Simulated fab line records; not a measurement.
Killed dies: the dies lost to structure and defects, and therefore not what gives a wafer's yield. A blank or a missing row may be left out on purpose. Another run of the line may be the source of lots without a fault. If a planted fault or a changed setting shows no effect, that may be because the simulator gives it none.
2 desks looking at one fault    flow gf180mcu    each desk has only its own numbers; what lay behind them comes last

== TOOL OWNER'S DESK, implanter-01 ==
For each lot that ran on this tool, the mean over its sampled wafers that have a number, from the tool's own readings at GF_NSD_IMPLANT_09. The brackets show how far a lot's mean lies from the usual mean; more than 4 standard deviations puts the lot out of limits, marked OUT.
Columns: A = beam-energy-keV at GF_NSD_IMPLANT_09, usual 60.004; B = beam-on-s at GF_NSD_IMPLANT_09, usual 17.2 s; C = end-station-pressure-torr at GF_NSD_IMPLANT_09, usual 1.39e-05 Torr; D = faraday-current-uA at GF_NSD_IMPLANT_09, usual 12681
lot   first seen here  A       B                C         D
L287  day 13 07:35     60.017  17.8             1.34e-05  12258
L289  day 13 22:29     59.993  17.9             1.38e-05  12192
L294  day 15 11:59     60.007  22.6 (+8.8) OUT  1.30e-05  9698 (-6.6) OUT
L296  day 16 08:50     60.013  22.0 (+7.8) OUT  1.29e-05  9979 (-6.0) OUT
This desk finds L294, L296 out of limits, L294 being first, at day 15 11:59 (beam-on-s at GF_NSD_IMPLANT_09). L287, L289 stayed within limits.

== AT THE METROLOGY DESK ==
Lot by lot, what the gauges showed, no matter which tool ran the lot: averages of those sampled wafers that carry a number. The brackets show how far a lot's mean lies from the usual mean; more than 4 standard deviations puts the lot out of limits, marked OUT.
Columns: A = NSD_RS at GF_PSD_RS_MEAS_14, usual 46.15 ohm/sq; B = cd-nm at GF_V4_CD_MEAS_14, usual 260.1 nm
lot   first seen here  A                B
L287  day 14 04:34     46.10            258.8
L288  day 14 16:29     46.10            260.6
L289  day 14 19:59     46.22            258.7
L294  day 16 10:31     44.97 (-14) OUT  259.4
L296  day 17 08:15     44.96 (-14) OUT  261.6
L300  day 18 20:02     46.19            260.0
L302  day 19 08:22     46.02            259.0
L303  day 19 23:36     46.13            257.6
L305  day 20 11:13     46.10            261.1
L307  day 21 09:15     46.09            261.1
L310  day 22 23:13     46.05            259.9
This desk reports L294, L296 out of limits; the earliest was L294 at day 16 10:31 (NSD_RS at GF_PSD_RS_MEAS_14). L287, L288, L289, L300, L302, L303, L305, L307, L310 stayed within limits.

== ALL TOGETHER ==
The tool owner's desk had the chance to raise an alarm at day 15 11:59 on L294, L296.
Metrology desk: alarm possible at day 16 10:31 on L294, L296.
The lots listed all ran GF_NSD_IMPLANT_09 on implanter-01.

== WHAT THE SIMULATOR HAD PUT IN ==
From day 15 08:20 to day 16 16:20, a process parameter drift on implanter-01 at GF_NSD_IMPLANT_09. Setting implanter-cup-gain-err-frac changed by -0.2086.
Shown lots that were struck: L294, L296.
Fault start to first reading out of limits, in hours, per desk: tool owner, 4; metrology, 26.
